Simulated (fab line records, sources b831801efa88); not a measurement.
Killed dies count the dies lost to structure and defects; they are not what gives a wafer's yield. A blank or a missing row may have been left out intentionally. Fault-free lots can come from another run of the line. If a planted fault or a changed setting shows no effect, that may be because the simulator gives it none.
Comparing a struck lot with a sound one -- flow sky130 -- 29 steps out of a route of 708
Sound: wafers L184.1, L184.3, L184.6. Struck: wafers L190.4, L190.5, L190.6. The cause comes at the end.
Per side, at each step with rows, come the tool, then ch with its chambers, and then its first start. Under that, the readings that differ: sound wafers -- struck wafers -- difference of the means -- sigmas: that difference in standard deviations of wafers without a fault.
alike: same words and numbers on both sides, and readings whose means sit less than 2 such deviations apart. not compared: any withheld reading, any reading some wafer has no value for, any bound like >300 that may hide the same value, and any number with overlapping values for which the record gives no deviation.
Wherever a step has rows on one side only, a row that says differs or no value, or a row with sigmas, the two part there. When numbers do not overlap yet have no deviation, they are printed without sigmas and do not part them. Lack of a reading on every wafer of one side parts them only where that side has two or more wafers.

SKY_LI_CONTACT_OVL_MEAS_13:
  struck on overlay-01, day 31 13:53; sound on overlay-01, day 29 21:02
  alike: LI_CONTACT_OVL
then, 1 step without rows for these wafers: SKY_LI_CONTACT_ETCH_14 (etches BARC in N2/H2, stops on SiO2, time 45.9 s, target depth 60 nm).
SKY_LI_CONTACT_ETCH_15: etches PSG in C4F8/O2/Ar, stops on Si, target depth 600 nm.
  sound on rie_diel-04 ch 0,1,3, day 29 21:07; struck on rie_diel-03 ch 2,3, day 31 13:56
  alike: chamber_pressure_mTorr, oes_product_au
SKY_LI_CONTACT_STRIP_16: strips in O2/N2.
  sound on plasma_asher-04 ch 0,1, day 29 21:11; struck on plasma_asher-04 ch 0,1, day 31 14:04
  alike: chamber_pressure_mTorr, drypump_motor_current_A, o2_flow_sccm, oes_product_au, strip_time_to_endpoint_s
  not compared: rf_hours_counter_h
then, 3 steps without rows for these wafers: SKY_LI_CONTACT_CLEAN_17 (cleans in NMP, time 600 s); SKY_LI_CONTACT_PRE_CLEAN_18 (time 5.6 s); SKY_LI_CONTACT_SPUTTER_19 (material Ti, target thk 20 nm, time 106.37 s).
SKY_LI_CONTACT_SPUTTER_20: material TiN, target thk 20 nm, time 80 s.
  struck on pvd_sputter-04, day 31 14:24; sound on pvd_sputter-01, day 29 21:35
  alike: throttle_valve_pct
SKY_LI_CONTACT_CVD_21: deposits W, target thk 400 nm, time 120.56 s.
  sound on cvd_w-01 ch 0,1, day 29 21:38; struck on cvd_w-02 ch 0,1, day 31 14:30
  alike: heater_power_w
SKY_LI_CONTACT_RS_MEAS_22: a four-point-probe measurement.
  struck on film_metro-02, day 31 14:38; sound on film_metro-02, day 29 21:46
  alike: LI_CONTACT_W_RS
SKY_LI_CONTACT_THK_MEAS_23: measures by xrf.
  struck on film_metro-02, day 31 14:44; sound on film_metro-02, day 29 21:53
  alike: LI_CONTACT_W_THK
then, 1 step without rows for these wafers: SKY_LI_CONTACT_CMP_24 (polishes, stops on PSG, t overpolish 20 s, target thk 0 nm).
SKY_LOCAL_INTERCONNECT_SPUTTER_00: material TiN, target thk 100 nm, time 83.3 s.
  struck on pvd_sputter-02, day 31 15:05; sound on pvd_sputter-03, day 29 22:15
  alike: throttle_valve_pct
SKY_LOCAL_INTERCONNECT_RS_MEAS_01: a four-point-probe measurement.
  struck on film_metro-04, day 31 15:11; sound on film_metro-02, day 29 22:19
reading,sound,struck,difference,sigmas
LOCAL_INTERCONNECT_TIN_RS (ohm/sq),14.06 13.93 13.97,17.16 17.15 16.84,+3.06,+18
SKY_LOCAL_INTERCONNECT_THK_MEAS_02: measures by xrf.
  struck on film_metro-04, day 31 15:17; sound on film_metro-02, day 29 22:26
reading,sound,struck,difference,sigmas
LOCAL_INTERCONNECT_TIN_THK (nm),103.1 103.7 103.4,87.2 87.0 88.7,-15.8,-13
then, 8 steps without rows for these wafers: SKY_LOCAL_INTERCONNECT_DEHYDRATE_03 (time 60 s); SKY_LOCAL_INTERCONNECT_HMDS_04 (prime time 60 s); SKY_LOCAL_INTERCONNECT_COAT_05 (resist thk 60 nm); SKY_LOCAL_INTERCONNECT_COAT_06 (resist thk 450 nm); SKY_LOCAL_INTERCONNECT_SOFTBAKE_07 (time 90 s); SKY_LOCAL_INTERCONNECT_EXPOSE_08 (exposes mask LI1M, target cd 170 nm); SKY_LOCAL_INTERCONNECT_PEB_09; SKY_LOCAL_INTERCONNECT_DEVELOP_10 (develop time 60 s).
SKY_LOCAL_INTERCONNECT_CD_MEAS_11 targets a cd of 170 nm.
  struck on cd_sem-01, day 32 18:37; sound on cd_sem-01, day 31 02:32
  alike: cd_nm
SKY_LOCAL_INTERCONNECT_OVL_MEAS_12:
  struck on overlay-02, day 32 18:42; sound on overlay-02, day 31 02:40
  alike: LOCAL_INTERCONNECT_OVL
then, 1 step without rows for these wafers: SKY_LOCAL_INTERCONNECT_ETCH_13 (etches BARC in N2/H2, stops on SiO2, time 45.9 s, target depth 60 nm).
SKY_LOCAL_INTERCONNECT_METAL_ETCH_14: etches TiN in Cl2/BCl3, stops on PSG, target depth 110 nm, time 31.4 s.
  sound on rie_metal-01 ch 1, day 31 02:46; struck on rie_metal-02 ch 1, day 32 18:57
reading,sound,struck,difference,sigmas
oes_product_au (a.u.),0.943 0.951 0.949,0.857 0.856 0.875,-0.085,-12
throttle_valve_pct (%),21.917 21.903 21.882,21.956 21.964 21.948,+0.055,+6
  alike: chamber_pressure_mTorr, drypump_motor_current_A
  not compared: rf_hours_counter_h
SKY_LOCAL_INTERCONNECT_STRIP_15: strips in O2/N2.
  sound on plasma_asher-01 ch 1, day 31 02:49; struck on plasma_asher-03 ch 0,1, day 32 19:03
  alike: chamber_pressure_mTorr, drypump_motor_current_A, o2_flow_sccm, oes_product_au, strip_time_to_endpoint_s
  not compared: rf_hours_counter_h
-- a jump in the record: the struck wafers' starts before and after are 15 days apart (it breaks off in module LOCAL_INTERCONNECT and resumes in module PAD_OPEN, where the first step shown is number 708 of the route) --
SKY_PAD_OPEN_PROBE_99:
  rows exist in the record for the struck wafers here (prober-01, day 47 15:05), but not for the sound ones

== WHERE THEY PART ==
At SKY_LOCAL_INTERCONNECT_RS_MEAS_01 first; at SKY_PAD_OPEN_PROBE_99 last (within this record only).

WHY: what had been put in by the simulator
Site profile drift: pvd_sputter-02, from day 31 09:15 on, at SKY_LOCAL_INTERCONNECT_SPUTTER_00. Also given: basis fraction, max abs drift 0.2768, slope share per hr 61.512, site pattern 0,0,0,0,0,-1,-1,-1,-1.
